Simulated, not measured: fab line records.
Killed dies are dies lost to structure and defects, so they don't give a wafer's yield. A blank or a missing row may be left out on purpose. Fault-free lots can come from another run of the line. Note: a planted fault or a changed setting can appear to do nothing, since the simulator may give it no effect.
Which of the tools did it? :: flow gf180mcu :: 24 lots with 72 wafers sampled at 6 steps, on a route of 602 steps

## WHAT EACH GAUGE READ, for each wafer
GF_HV_LDD_TW_MEAS_38.
lot: L074
measured: day 11 17:52
on: film metro-02
HV_LDD_3_TW: 1445 1441 1440

lot: L075
measured: day 11 22:04
on: film metro-04
HV_LDD_3_TW: 1443 1440 1440

lot: L076
measured: day 12 06:17
on: film metro-03
HV_LDD_3_TW: 1442 1431 1433

lot: L077
measured: day 12 14:17
on: film metro-03
HV_LDD_3_TW: 1430 1436 1431

lot: L078
measured: day 12 20:34
on: film metro-03
HV_LDD_3_TW: 1436 1437 1442

lot: L079
measured: day 13 07:01
on: film metro-04
HV_LDD_3_TW: 1441 1440 1441

lot: L080
measured: day 13 18:08
on: film metro-03
HV_LDD_3_TW: 1430 1427 1429

lot: L081
measured: day 14 03:40
on: film metro-02
HV_LDD_3_TW: 1441 1443 1436

lot: L083
measured: day 14 08:14
on: film metro-04
HV_LDD_3_TW: 1450 1447 1456

lot: L082
measured: day 14 10:07
on: film metro-04
HV_LDD_3_TW: 1449 1456 1456

lot: L084
measured: day 14 21:14
on: film metro-03
HV_LDD_3_TW: 1430 1431 1435

lot: L085
measured: day 15 09:22
on: film metro-03
HV_LDD_3_TW: 1441 1429 1426

lot: L086
measured: day 15 17:43
on: film metro-04
HV_LDD_3_TW: 1449 1438 1436

lot: L088
measured: day 16 02:23
on: film metro-04
HV_LDD_3_TW: 1442 1438 1442

lot: L087
measured: day 16 03:56
on: film metro-02
HV_LDD_3_TW: 1447 1449 1447

lot: L089
measured: day 16 16:05
on: film metro-04
HV_LDD_3_TW: 1438 1438 1440

lot: L090
measured: day 16 16:23
on: film metro-03
HV_LDD_3_TW: 1431 1432 1432

lot: L091
measured: day 17 02:07
on: film metro-03
HV_LDD_3_TW: 1439 1430 1431

lot: L092
measured: day 17 11:38
on: film metro-04
HV_LDD_3_TW: 1445 1435 1442

lot: L093
measured: day 17 20:46
on: film metro-03
HV_LDD_3_TW: 1429 1431 1435

lot: L094
measured: day 18 05:13
on: film metro-02
HV_LDD_3_TW: 1450 1442 1439

lot: L095
measured: day 18 11:39
on: film metro-03
HV_LDD_3_TW: 1426 1426 1426

lot: L096
measured: day 18 16:33
on: film metro-02
HV_LDD_3_TW: 1438 1434 1440

lot: L097
measured: day 19 00:38
on: film metro-04
HV_LDD_3_TW: 1440 1427 1438

GF_CONTACT_CD_MEAS_14: target cd 220 nm.
lot: L074
measured: day 16 05:40
on: cd sem-01
cd nm (nm): 220.6 220.3 220.2

lot: L075
measured: day 16 09:14
on: cd sem-02
cd nm (nm): 222.8 220.8 221.3

lot: L076
measured: day 16 19:51
on: cd sem-01
cd nm (nm): 219.9 219.3 220.4

lot: L077
measured: day 17 05:23
on: cd sem-01
cd nm (nm): 219.4 218.4 218.3

lot: L078
measured: day 17 13:09
on: cd sem-02
cd nm (nm): 218.8 218.0 218.7

lot: L079
measured: day 17 23:40
on: cd sem-01
cd nm (nm): 217.3 217.8 219.0

lot: L080
measured: day 18 13:32
on: cd sem-02
cd nm (nm): 217.9 219.9 217.6

lot: L081
measured: day 19 01:43
on: cd sem-02
cd nm (nm): 216.7 218.2 215.9

lot: L083
measured: day 19 05:42
on: cd sem-02
cd nm (nm): 219.9 219.4 218.8

lot: L082
measured: day 19 09:43
on: cd sem-01
cd nm (nm): 220.3 222.3 219.8

lot: L084
measured: day 19 20:40
on: cd sem-02
cd nm (nm): 221.2 221.8 221.4

lot: L085
measured: day 20 12:08
on: cd sem-01
cd nm (nm): 219.0 219.9 219.1

lot: L086
measured: day 20 22:35
on: cd sem-02
cd nm (nm): 216.7 218.2 216.5

lot: L088
measured: day 21 04:50
on: cd sem-01
cd nm (nm): 219.1 219.2 220.0

lot: L087
measured: day 21 08:06
on: cd sem-01
cd nm (nm): 218.7 221.0 218.2

lot: L089
measured: day 21 20:41
on: cd sem-02
cd nm (nm): 220.4 220.0 219.4

lot: L090
measured: day 21 21:38
on: cd sem-01
cd nm (nm): 218.8 219.9 219.0

lot: L091
measured: day 22 07:07
on: cd sem-01
cd nm (nm): 221.3 219.9 220.0

lot: L092
measured: day 22 18:26
on: cd sem-02
cd nm (nm): 218.4 217.4 219.1

lot: L093
measured: day 23 01:46
on: cd sem-01
cd nm (nm): 220.5 220.3 220.5

lot: L094
measured: day 23 08:31
on: cd sem-01
cd nm (nm): 217.4 216.7 217.7

lot: L095
measured: day 24 00:09
on: cd sem-01
cd nm (nm): 218.5 220.1 218.7

lot: L096
measured: day 24 01:56
on: cd sem-01
cd nm (nm): 219.5 219.3 221.0

lot: L097
measured: day 24 04:02
on: cd sem-01
cd nm (nm): 222.4 221.1 221.7

GF_V1_THK_MEAS_01.
lot: L074
measured: day 17 06:33
on: film metro-04
V1_CVD_00_THK (nm): 607 605 598

lot: L075
measured: day 17 11:25
on: film metro-04
V1_CVD_00_THK (nm): 597 609 598

lot: L076
measured: day 17 21:19
on: film metro-02
V1_CVD_00_THK (nm): 602 599 604

lot: L077
measured: day 18 07:14
on: film metro-04
V1_CVD_00_THK (nm): 598 606 600

lot: L078
measured: day 18 14:56
on: film metro-04
V1_CVD_00_THK (nm): 602 603 604

lot: L079
measured: day 19 01:42
on: film metro-01
V1_CVD_00_THK (nm): 610 605 612

lot: L080
measured: day 19 16:19
on: film metro-01
V1_CVD_00_THK (nm): 599 603 603

lot: L081
measured: day 20 04:38
on: film metro-01
V1_CVD_00_THK (nm): 590 584 595

lot: L083
measured: day 20 08:29
on: film metro-04
V1_CVD_00_THK (nm): 615 605 615

lot: L082
measured: day 20 12:21
on: film metro-01
V1_CVD_00_THK (nm): 600 607 608

lot: L084
measured: day 20 23:36
on: film metro-01
V1_CVD_00_THK (nm): 596 607 594

lot: L085
measured: day 21 14:57
on: film metro-01
V1_CVD_00_THK (nm): 600 591 592

lot: L086
measured: day 22 00:30
on: film metro-04
V1_CVD_00_THK (nm): 594 596 602

lot: L088
measured: day 22 06:28
on: film metro-01
V1_CVD_00_THK (nm): 596 601 602

lot: L087
measured: day 22 09:27
on: film metro-01
V1_CVD_00_THK (nm): 605 600 594

lot: L089
measured: day 22 22:28
on: film metro-01
V1_CVD_00_THK (nm): 610 611 606

lot: L090
measured: day 22 23:07
on: film metro-01
V1_CVD_00_THK (nm): 611 609 604

lot: L091
measured: day 23 07:55
on: film metro-02
V1_CVD_00_THK (nm): 602 598 598

lot: L092
measured: day 24 02:28
on: film metro-01
V1_CVD_00_THK (nm): 605 604 610

lot: L093
measured: day 24 04:49
on: film metro-04
V1_CVD_00_THK (nm): 607 605 603

lot: L094
measured: day 24 09:46
on: film metro-01
V1_CVD_00_THK (nm): 594 595 592

lot: L095
measured: day 24 23:31
on: film metro-02
V1_CVD_00_THK (nm): 611 593 608

lot: L096
measured: day 25 02:41
on: film metro-01
V1_CVD_00_THK (nm): 591 586 594

lot: L097
measured: day 25 04:29
on: film metro-02
V1_CVD_00_THK (nm): 595 596 591

GF_M3_OVL_MEAS_15.
lot: L074
measured: day 21 11:19
on: overlay-01
M3_OVL (nm): 0 -2 2

lot: L075
measured: day 21 16:10
on: overlay-01
M3_OVL (nm): 7 10 4

lot: L076
measured: day 22 02:02
on: overlay-01
M3_OVL (nm): 4 3 1

lot: L077
measured: day 22 12:23
on: overlay-02
M3_OVL (nm): -3 5 6

lot: L078
measured: day 22 20:58
on: overlay-02
M3_OVL (nm): -5 -6 -7

lot: L079
measured: day 23 05:25
on: overlay-01
M3_OVL (nm): 1 1 7

lot: L080
measured: day 24 02:02
on: overlay-01
M3_OVL (nm): 3 4 4

lot: L081
measured: day 24 06:13
on: overlay-02
M3_OVL (nm): 3 -5 -1

lot: L083
measured: day 24 09:14
on: overlay-02
M3_OVL (nm): 3 0 0

lot: L082
measured: day 24 12:25
on: overlay-01
M3_OVL (nm): -3 -4 -5

lot: L084
measured: day 25 03:29
on: overlay-01
M3_OVL (nm): -5 -2 4

lot: L085
measured: day 25 22:20
on: overlay-01
M3_OVL (nm): 5 12 7

lot: L086
measured: day 26 01:29
on: overlay-01
M3_OVL (nm): 5 8 10

lot: L088
measured: day 26 03:14
on: overlay-02
M3_OVL (nm): 2 -2 -10

lot: L087
measured: day 26 06:40
on: overlay-01
M3_OVL (nm): 1 0 5

lot: L089
measured: day 26 23:13
on: overlay-01
M3_OVL (nm): 3 2 -2

lot: L090
measured: day 26 23:42
on: overlay-01
M3_OVL (nm): 0 -3 2

lot: L091
measured: day 27 04:10
on: overlay-01
M3_OVL (nm): -3 -2 3

lot: L092
measured: day 27 19:49
on: overlay-02
M3_OVL (nm): 1 -2 -6

lot: L093
measured: day 27 22:13
on: overlay-02
M3_OVL (nm): 0 3 0

lot: L094
measured: day 28 02:23
on: overlay-01
M3_OVL (nm): 10 5 3

lot: L095
measured: day 28 14:25
on: overlay-02
M3_OVL (nm): -9 -1 1

lot: L096
measured: day 28 16:53
on: overlay-02
M3_OVL (nm): -2 5 3

lot: L097
measured: day 28 19:13
on: overlay-02
M3_OVL (nm): 10 13 10

## EACH LOT AND THE TOOL THAT RAN IT (in order: tool; ch and the chambers of the sampled wafers; start)
lot: L074
GF_M2_METAL_ETCH_16: rie metal-02 ch 0,1, day 19 08:34
GF_M3_SPUTTER_01: pvd sputter-03, day 20 11:34

lot: L075
GF_M2_METAL_ETCH_16: rie metal-02 ch 0,1, day 19 13:13
GF_M3_SPUTTER_01: pvd sputter-01, day 20 15:49

lot: L076
GF_M2_METAL_ETCH_16: rie metal-01 ch 0,1, day 19 23:39
GF_M3_SPUTTER_01: pvd sputter-03, day 21 02:01

lot: L077
GF_M2_METAL_ETCH_16: rie metal-01 ch 0,1, day 20 09:46
GF_M3_SPUTTER_01: pvd sputter-01, day 21 13:05

lot: L078
GF_M2_METAL_ETCH_16: rie metal-03 ch 0,1, day 20 18:25
GF_M3_SPUTTER_01: pvd sputter-03, day 21 21:35

lot: L079
GF_M2_METAL_ETCH_16: rie metal-02 ch 0,1, day 21 03:58
GF_M3_SPUTTER_01: pvd sputter-03, day 22 06:37

lot: L080
GF_M2_METAL_ETCH_16: rie metal-03 ch 0,1, day 21 19:46
GF_M3_SPUTTER_01: pvd sputter-01, day 23 03:47

lot: L081
GF_M2_METAL_ETCH_16: rie metal-01 ch 0,1, day 22 06:25
GF_M3_SPUTTER_01: pvd sputter-01, day 23 07:51

lot: L083
GF_M2_METAL_ETCH_16: rie metal-02 ch 0,1, day 22 10:01
GF_M3_SPUTTER_01: pvd sputter-01, day 23 10:13

lot: L082
GF_M2_METAL_ETCH_16: rie metal-02 ch 1, day 22 14:31
GF_M3_SPUTTER_01: pvd sputter-03, day 23 14:37

lot: L084
GF_M2_METAL_ETCH_16: rie metal-02 ch 0,1, day 23 00:31
GF_M3_SPUTTER_01: pvd sputter-03, day 24 04:57

lot: L085
GF_M2_METAL_ETCH_16: rie metal-02 ch 0,1, day 24 00:40
GF_M3_SPUTTER_01: pvd sputter-03, day 25 01:01

lot: L086
GF_M2_METAL_ETCH_16: rie metal-02 ch 0,1, day 24 03:22
GF_M3_SPUTTER_01: pvd sputter-03, day 25 04:15

lot: L088
GF_M2_METAL_ETCH_16: rie metal-03 ch 0,1, day 24 06:01
GF_M3_SPUTTER_01: pvd sputter-02, day 25 06:34

lot: L087
GF_M2_METAL_ETCH_16: rie metal-01 ch 0, day 24 08:19
GF_M3_SPUTTER_01: pvd sputter-01, day 25 09:09

lot: L089
GF_M2_METAL_ETCH_16: rie metal-02 ch 0, day 25 01:46
GF_M3_SPUTTER_01: pvd sputter-01, day 26 02:37

lot: L090
GF_M2_METAL_ETCH_16: rie metal-01 ch 0,1, day 25 01:55
GF_M3_SPUTTER_01: pvd sputter-02, day 26 02:41

lot: L091
GF_M2_METAL_ETCH_16: rie metal-03 ch 0,1, day 25 07:16
GF_M3_SPUTTER_01: pvd sputter-02, day 26 07:40

lot: L092
GF_M2_METAL_ETCH_16: rie metal-01 ch 0,1, day 26 00:19
GF_M3_SPUTTER_01: pvd sputter-03, day 27 00:07

lot: L093
GF_M2_METAL_ETCH_16: rie metal-03 ch 0,1, day 26 02:14
GF_M3_SPUTTER_01: pvd sputter-02, day 27 01:46

lot: L094
GF_M2_METAL_ETCH_16: rie metal-02 ch 0,1, day 26 07:04
GF_M3_SPUTTER_01: pvd sputter-03, day 27 06:22

lot: L095
GF_M2_METAL_ETCH_16: rie metal-01 ch 0,1, day 26 19:19
GF_M3_SPUTTER_01: pvd sputter-03, day 27 18:05

lot: L096
GF_M2_METAL_ETCH_16: rie metal-01 ch 0,1, day 26 23:29
GF_M3_SPUTTER_01: pvd sputter-03, day 27 21:40

lot: L097
GF_M2_METAL_ETCH_16: rie metal-03 ch 0,1, day 27 00:25
GF_M3_SPUTTER_01: pvd sputter-02, day 27 23:42
- GF_M2_METAL_ETCH_16: etches the open film in Cl2/BCl3, stops on SiO2, target depth 750.8 nm, time 125.1 s.
- GF_M3_SPUTTER_01: material TiN, target thk 30 nm, time 25 s.

## WHAT THE TOOLS THEMSELVES READ (means of the sampled wafers that have a number; where no wafer has one, the mark that the record gives instead)
GF_M2_METAL_ETCH_16.
lot: L074
tool: rie metal-02
drypump motor current A (A): 6.0
oes product au (a.u.): 0.996
throttle valve pct (%): 28.239

lot: L075
tool: rie metal-02
drypump motor current A (A): 6.0
oes product au (a.u.): 0.993
throttle valve pct (%): 28.231

lot: L076
tool: rie metal-01
drypump motor current A (A): 5.5
oes product au (a.u.): 0.983
throttle valve pct (%): 28.241

lot: L077
tool: rie metal-01
drypump motor current A (A): 5.5
oes product au (a.u.): 0.987
throttle valve pct (%): 28.234

lot: L078
tool: rie metal-03
drypump motor current A (A): 5.7
oes product au (a.u.): 0.988
throttle valve pct (%): 28.224

lot: L079
tool: rie metal-02
drypump motor current A (A): 6.2
oes product au (a.u.): 0.990
throttle valve pct (%): 28.227

lot: L080
tool: rie metal-03
drypump motor current A (A): 5.8
oes product au (a.u.): 0.993
throttle valve pct (%): 28.233

lot: L081
tool: rie metal-01
drypump motor current A (A): 5.5
oes product au (a.u.): 0.989
throttle valve pct (%): 28.236

lot: L083
tool: rie metal-02
drypump motor current A (A): 6.3
oes product au (a.u.): 0.990
throttle valve pct (%): 28.232

lot: L082
tool: rie metal-02
drypump motor current A (A): 5.8
oes product au (a.u.): 0.996
throttle valve pct (%): 28.232

lot: L084
tool: rie metal-02
drypump motor current A (A): 6.2
oes product au (a.u.): 0.993
throttle valve pct (%): 28.228

lot: L085
tool: rie metal-02
drypump motor current A (A): 6.0
oes product au (a.u.): 0.990
throttle valve pct (%): 28.229

lot: L086
tool: rie metal-02
drypump motor current A (A): 6.0
oes product au (a.u.): 0.992
throttle valve pct (%): 28.228

lot: L088
tool: rie metal-03
drypump motor current A (A): 5.8
oes product au (a.u.): 0.987
throttle valve pct (%): 28.230

lot: L087
tool: rie metal-01
drypump motor current A (A): 5.2
oes product au (a.u.): 0.989
throttle valve pct (%): 28.240

lot: L089
tool: rie metal-02
drypump motor current A (A): 6.4
oes product au (a.u.): 0.992
throttle valve pct (%): 28.226

lot: L090
tool: rie metal-01
drypump motor current A (A): 5.3
oes product au (a.u.): 0.985
throttle valve pct (%): 28.247

lot: L091
tool: rie metal-03
drypump motor current A (A): 5.8
oes product au (a.u.): 0.988
throttle valve pct (%): 28.241

lot: L092
tool: rie metal-01
drypump motor current A (A): 5.4
oes product au (a.u.): 0.985
throttle valve pct (%): 28.242

lot: L093
tool: rie metal-03
drypump motor current A (A): 5.7
oes product au (a.u.): 0.983
throttle valve pct (%): 28.239

lot: L094
tool: rie metal-02
drypump motor current A (A): 6.2
oes product au (a.u.): 0.988
throttle valve pct (%): 28.219

lot: L095
tool: rie metal-01
drypump motor current A (A): 5.5
oes product au (a.u.): 0.989
throttle valve pct (%): 28.224

lot: L096
tool: rie metal-01
drypump motor current A (A): 5.5
oes product au (a.u.): 0.987
throttle valve pct (%): 28.234

lot: L097
tool: rie metal-03
drypump motor current A (A): 5.8
oes product au (a.u.): 0.995
throttle valve pct (%): 28.232

GF_M3_SPUTTER_01.
lot: L074
tool: pvd sputter-03
throttle valve pct (%): 29.6

lot: L075
tool: pvd sputter-01
throttle valve pct (%): 29.1

lot: L076
tool: pvd sputter-03
throttle valve pct (%): 29.8

lot: L077
tool: pvd sputter-01
throttle valve pct (%): 30.2

lot: L078
tool: pvd sputter-03
throttle valve pct (%): 29.6

lot: L079
tool: pvd sputter-03
throttle valve pct (%): 29.2

lot: L080
tool: pvd sputter-01
throttle valve pct (%): 28.7

lot: L081
tool: pvd sputter-01
throttle valve pct (%): 30.2

lot: L083
tool: pvd sputter-01
throttle valve pct (%): 29.7

lot: L082
tool: pvd sputter-03
throttle valve pct (%): 29.9

lot: L084
tool: pvd sputter-03
throttle valve pct (%): 29.8

lot: L085
tool: pvd sputter-03
throttle valve pct (%): 29.4

lot: L086
tool: pvd sputter-03
throttle valve pct (%): 29.6

lot: L088
tool: pvd sputter-02
throttle valve pct (%): 28.6

lot: L087
tool: pvd sputter-01
throttle valve pct (%): 29.6

lot: L089
tool: pvd sputter-01
throttle valve pct (%): 30.8

lot: L090
tool: pvd sputter-02
throttle valve pct (%): 28.7

lot: L091
tool: pvd sputter-02
throttle valve pct (%): 28.9

lot: L092
tool: pvd sputter-03
throttle valve pct (%): 29.7

lot: L093
tool: pvd sputter-02
throttle valve pct (%): 29.1

lot: L094
tool: pvd sputter-03
throttle valve pct (%): 29.6

lot: L095
tool: pvd sputter-03
throttle valve pct (%): 29.4

lot: L096
tool: pvd sputter-03
throttle valve pct (%): 29.9

lot: L097
tool: pvd sputter-02
throttle valve pct (%): 28.5

## THE ANSWER, worked out from the rows above alone
Rule: the usual values come from the lots themselves. Put in order of their means at a reading, lots are off if they are a third of the lots or fewer, leave a main group of 4 or more, and stand apart from it by a gap of 3 or more times the standard deviation of the main group's means; of several such gaps the widest counts. The tables above print the reading to a certain number of digits; a main group whose means all agree to those digits is not used. Also off: a lot with no number at a reading for which 4 or more lots have one. All remaining lots with rows at the step are treated as sound. Order of review: gauges by route order, followed by the tools' own readings, for which a lot's mean as printed above is used. The first step at which some lot is off is used, and at that step the reading that is off furthest; a lot without a number counts as furthest.
No lot is off at any reading shown: from this, nothing can be told.

## WHAT THE SIMULATOR HAD PUT IN
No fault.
